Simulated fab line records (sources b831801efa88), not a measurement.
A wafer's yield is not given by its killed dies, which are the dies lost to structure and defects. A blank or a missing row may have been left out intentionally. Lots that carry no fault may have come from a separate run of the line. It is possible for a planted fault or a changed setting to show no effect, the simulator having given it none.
Problem report, 8D (eight disciplines) form, completed by code ; flow sky130 ; the parts of the form that need people (team, actions taken, sign-off) are left out

== 1. WHAT WENT WRONG ==
Wafers without a fault read 22.98 C, standard deviation 0.098; developerTempC at SKY_CAP2M_DEVELOP_11 reads a mean of 25.38 C on 9 wafers belonging to 3 lots. That is +24 standard deviations from the usual mean.
The step: develop time 60 s.
Earliest sighting: wafer L164.3 on lithoTrack-03 at day 41 05:56. Wafers with a number at this step in the record: 21, from 7 lots. Rule for "out" (also "out of limits"): further than 4 standard deviations from the usual mean. The other wafers with a number count as sound.

== 2. WHAT IT IS, WHAT IT ISN'T ==
question;is;is not
which readings at this step;developerTempC;chillPlateTempC
which lots;L164, L165, L168;L162, L163, L166, L174
which wafers of those lots;all that have a number;-
read on which tools;lithoTrack-03;lithoTrack-01, lithoTrack-04
when;from day 41 05:56;"up to then (6 sound wafers); but 6 sound wafers of L166, L174 came after"

== 3. WHAT RULES OUT EACH SUSPECT ==
Counting: a tool at any process step up to the reading remains a suspect when it ran all the lots that are out and ran no sound lot after the first of those.
- lithoTrack-03 at SKY_CAP2M_DEVELOP_11 (develop time 60 s): kept. Every lot that is out went through it, starting with L164 (day 41 05:56), and after that it ran no sound lot; the last sound lot it ran before then is L162 (day 41 00:08). Its own developerTempC readings are out on those wafers.
After counting, what remains is lithoTrack-03 at SKY_CAP2M_DEVELOP_11.

== 4. THE CAUSE (what the simulator had put in) ==
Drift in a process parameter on lithoTrack-03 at SKY_CAP2M_DEVELOP_11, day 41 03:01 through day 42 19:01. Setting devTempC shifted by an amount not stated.
Counting left only this tool.

== 5. SEQUENCE OF EFFECTS, ordered by route ==
Each row: a reading where the mean over the struck wafers with a number is more than 3 standard deviations away from the usual. Readings are gone through only where the record gives a usual standard deviation; hours: the median, over the lots, of the time from a lot's start at the first step in this table giving one to that lot's start at this step; sigmas: the change measured in usual standard deviations.
hours;step;reading;usual;on struck wafers;change;sigmas
0;SKY_CAP2M_DEVELOP_11;developerTempC;22.98 C;25.38;+2.40;+24
Process steps it contains:
- SKY_CAP2M_DEVELOP_11: develop time 60 s.
Later steps that measure or inspect, where all struck wafers having a row at the step show a number for every such reading and not one has moved that far: SKY_CAP2M_OVL_MEAS_12.

== 6. HOW IT WOULD HAVE BEEN CAUGHT EARLIER ==
3 hours passed between the start of the fault at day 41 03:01 and the first reading out of limits in this record, taken at day 41 05:56.
